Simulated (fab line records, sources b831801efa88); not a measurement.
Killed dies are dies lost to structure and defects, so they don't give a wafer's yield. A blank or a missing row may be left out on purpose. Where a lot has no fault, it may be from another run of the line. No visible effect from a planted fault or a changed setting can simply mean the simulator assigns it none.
The tool behind it: which one? :: flow gf180mcu :: 12 lots, 35 wafers sampled, at 4 steps of a route of 602

## WHAT EACH GAUGE READ, for each wafer
GF_MVSD_TW_MEAS_11.
lot: L174
measured: day 4 14:35
on: filmMetro-04
MVSD_TW: 1559 1568 1566

lot: L176
measured: day 5 04:38
on: filmMetro-04
MVSD_TW: 1562 1556 1559

lot: L177
measured: day 5 09:34
on: filmMetro-03
MVSD_TW: 1570 1576 1577

lot: L178
measured: day 5 13:56
on: filmMetro-02
MVSD_TW: 1694 1702

lot: L181
measured: day 6 10:35
on: filmMetro-02
MVSD_TW: 1692 1592 1693

lot: L188
measured: day 8 01:29
on: filmMetro-03
MVSD_TW: 1561 1555 1561

lot: L190
measured: day 8 13:31
on: filmMetro-02
MVSD_TW: 1585 1582 1582

lot: L191
measured: day 8 20:03
on: filmMetro-04
MVSD_TW: 1549 1558 1568

lot: L193
measured: day 9 06:38
on: filmMetro-04
MVSD_TW: 1556 1569 1569

lot: L194
measured: day 9 12:10
on: filmMetro-03
MVSD_TW: 1561 1578 1568

lot: L195
measured: day 9 18:22
on: filmMetro-04
MVSD_TW: 1564 1574 1565

lot: L196
measured: day 10 01:14
on: filmMetro-04
MVSD_TW: 1558 1557 1562

GF_VT_IMPLANT_OVL_MEAS_07.
lot: L174
measured: day 5 19:04
on: overlay-02
VT_IMPLANT_OVL (nm): -0.8 -2.2 -2.7

lot: L176
measured: day 6 09:45
on: overlay-01
VT_IMPLANT_OVL (nm): 0.2 -0.3 1.3

lot: L177
measured: day 6 14:20
on: overlay-02
VT_IMPLANT_OVL (nm): -1.7 -3.6 -3.1

lot: L178
measured: day 6 20:50
on: overlay-01
VT_IMPLANT_OVL (nm): -1.3 -0.4

lot: L181
measured: day 7 17:46
on: overlay-02
VT_IMPLANT_OVL (nm): -2.5 -3.9 -2.8

lot: L188
measured: day 9 10:27
on: overlay-02
VT_IMPLANT_OVL (nm): -1.1 -0.2 -0.3

lot: L190
measured: day 10 00:28
on: overlay-02
VT_IMPLANT_OVL (nm): -0.8 0.3 -1.0

lot: L191
measured: day 10 06:21
on: overlay-01
VT_IMPLANT_OVL (nm): -0.9 -0.5 -1.1

lot: L193
measured: day 10 18:41
on: overlay-02
VT_IMPLANT_OVL (nm): -0.9 0.0 0.4

lot: L194
measured: day 10 23:49
on: overlay-02
VT_IMPLANT_OVL (nm): -2.5 -0.9 -0.2

lot: L195
measured: day 11 06:12
on: overlay-01
VT_IMPLANT_OVL (nm): -2.2 -2.4 -0.6

lot: L196
measured: day 11 14:01
on: overlay-02
VT_IMPLANT_OVL (nm): 0.2 -2.0 -0.5

GF_VT_IMPLANT_RS_MEAS_46: the measuring method here is four-point-probe.
lot: L174
measured: day 7 17:54
on: filmMetro-02
MVSD_RS (ohm/sq): 456.5 454.6 455.4

lot: L176
measured: day 8 09:56
on: filmMetro-03
MVSD_RS (ohm/sq): 456.5 456.1 457.4

lot: L177
measured: day 8 15:08
on: filmMetro-03
MVSD_RS (ohm/sq): 457.5 456.3 456.2

lot: L178
measured: day 8 22:23
on: filmMetro-02
MVSD_RS (ohm/sq): 405.8 407.6

lot: L181
measured: day 9 21:11
on: filmMetro-02
MVSD_RS (ohm/sq): 405.8 456.4 405.7

lot: L188
measured: day 11 17:18
on: filmMetro-02
MVSD_RS (ohm/sq): 457.3 458.1 456.6

lot: L190
measured: day 12 07:34
on: filmMetro-04
MVSD_RS (ohm/sq): 457.8 456.7 456.4

lot: L191
measured: day 12 14:15
on: filmMetro-03
MVSD_RS (ohm/sq): 455.9 456.7 455.8

lot: L193
measured: day 13 02:21
on: filmMetro-04
MVSD_RS (ohm/sq): 456.6 454.3 454.9

lot: L194
measured: day 13 08:37
on: filmMetro-04
MVSD_RS (ohm/sq): 457.1 455.8 457.3

lot: L195
measured: day 13 14:35
on: filmMetro-02
MVSD_RS (ohm/sq): 455.6 456.3 458.1

lot: L196
measured: day 13 22:46
on: filmMetro-03
MVSD_RS (ohm/sq): 458.4 457.4 457.9

## TOOL THAT RAN EACH LOT (tool first, then ch and the chambers of the sampled wafers, then the start)
lot: L174
GF_MVSD_IMPLANT_08: implanter-04 ch 0, day 4 14:13

lot: L176
GF_MVSD_IMPLANT_08: implanter-04 ch 0, day 5 04:14

lot: L177
GF_MVSD_IMPLANT_08: implanter-04 ch 0, day 5 09:10

lot: L178
GF_MVSD_IMPLANT_08: implanter-04 ch 0, day 5 13:34

lot: L181
GF_MVSD_IMPLANT_08: implanter-04 ch 0, day 6 10:13

lot: L188
GF_MVSD_IMPLANT_08: implanter-02 ch 0, day 8 01:05

lot: L190
GF_MVSD_IMPLANT_08: implanter-04 ch 0, day 8 13:08

lot: L191
GF_MVSD_IMPLANT_08: implanter-04 ch 0, day 8 19:40

lot: L193
GF_MVSD_IMPLANT_08: implanter-04 ch 0, day 9 06:14

lot: L194
GF_MVSD_IMPLANT_08: implanter-04 ch 0, day 9 11:47

lot: L195
GF_MVSD_IMPLANT_08: implanter-03 ch 0, day 9 17:59

lot: L196
GF_MVSD_IMPLANT_08: implanter-03 ch 0, day 10 00:50
- GF_MVSD_IMPLANT_08

## AS READ BY THE TOOLS THEMSELVES (means over the sampled wafers that have a number; for cases with no such wafer, the mark the record gives instead)
GF_MVSD_IMPLANT_08.
lot: L174
tool: implanter-04
beamOnS (s): 10.00
faradayCurrentUA: 90.3

lot: L176
tool: implanter-04
beamOnS (s): 10.13
faradayCurrentUA: 89.3

lot: L177
tool: implanter-04
beamOnS (s): 10.07
faradayCurrentUA: 89.7

lot: L178
tool: implanter-04
beamOnS (s): 12.33
faradayCurrentUA: 73.0

lot: L181
tool: implanter-04
beamOnS (s): 11.81
faradayCurrentUA: 77.4

lot: L188
tool: implanter-02
beamOnS (s): 9.87
faradayCurrentUA: 91.3

lot: L190
tool: implanter-04
beamOnS (s): 9.89
faradayCurrentUA: 90.9

lot: L191
tool: implanter-04
beamOnS (s): 9.93
faradayCurrentUA: 91.1

lot: L193
tool: implanter-04
beamOnS (s): 10.07
faradayCurrentUA: 89.5

lot: L194
tool: implanter-04
beamOnS (s): 9.95
faradayCurrentUA: 90.8

lot: L195
tool: implanter-03
beamOnS (s): 9.84
faradayCurrentUA: 91.5

lot: L196
tool: implanter-03
beamOnS (s): 10.10
faradayCurrentUA: 89.3

## THE ANSWER, worked out from the rows above alone
Rule: usual is defined by the lots themselves. The widest of any qualifying gaps counts: lots, ordered by their means at a reading, are off when they make up no more than a third of the lots, leave a main group of 4 or more, and stand apart from it by 3 or more times the standard deviation of that group's means. If all means in a main group match to the digits the tables above print for the reading, that group is not used. Also off: a lot with no number at a reading for which 4 or more lots have one. The other lots that the step has rows for count as sound. After the gauges, taken in route order, come the tools' own readings; for these a lot's mean is taken, as printed above. The first step at which some lot is off is used, and at that step the reading that is off furthest; a lot without a number counts as furthest.
Off: at GF_MVSD_TW_MEAS_11 (MVSD_TW), L178, L181. The main group has a mean of 1566 with a standard deviation of 7.6.
If a tool, at a process step before that reading, ran all the lots that are off and no sound lot after the first of them, it fits. Not tried: the gauges at GF_MVSD_TW_MEAS_11; whatever is off there is also off at GF_MVSD_IMPLANT_08, on other tools, and gauge error can't account for it. Not one of the candidates tried fits.

## WHAT THE SIMULATOR HAD INSERTED
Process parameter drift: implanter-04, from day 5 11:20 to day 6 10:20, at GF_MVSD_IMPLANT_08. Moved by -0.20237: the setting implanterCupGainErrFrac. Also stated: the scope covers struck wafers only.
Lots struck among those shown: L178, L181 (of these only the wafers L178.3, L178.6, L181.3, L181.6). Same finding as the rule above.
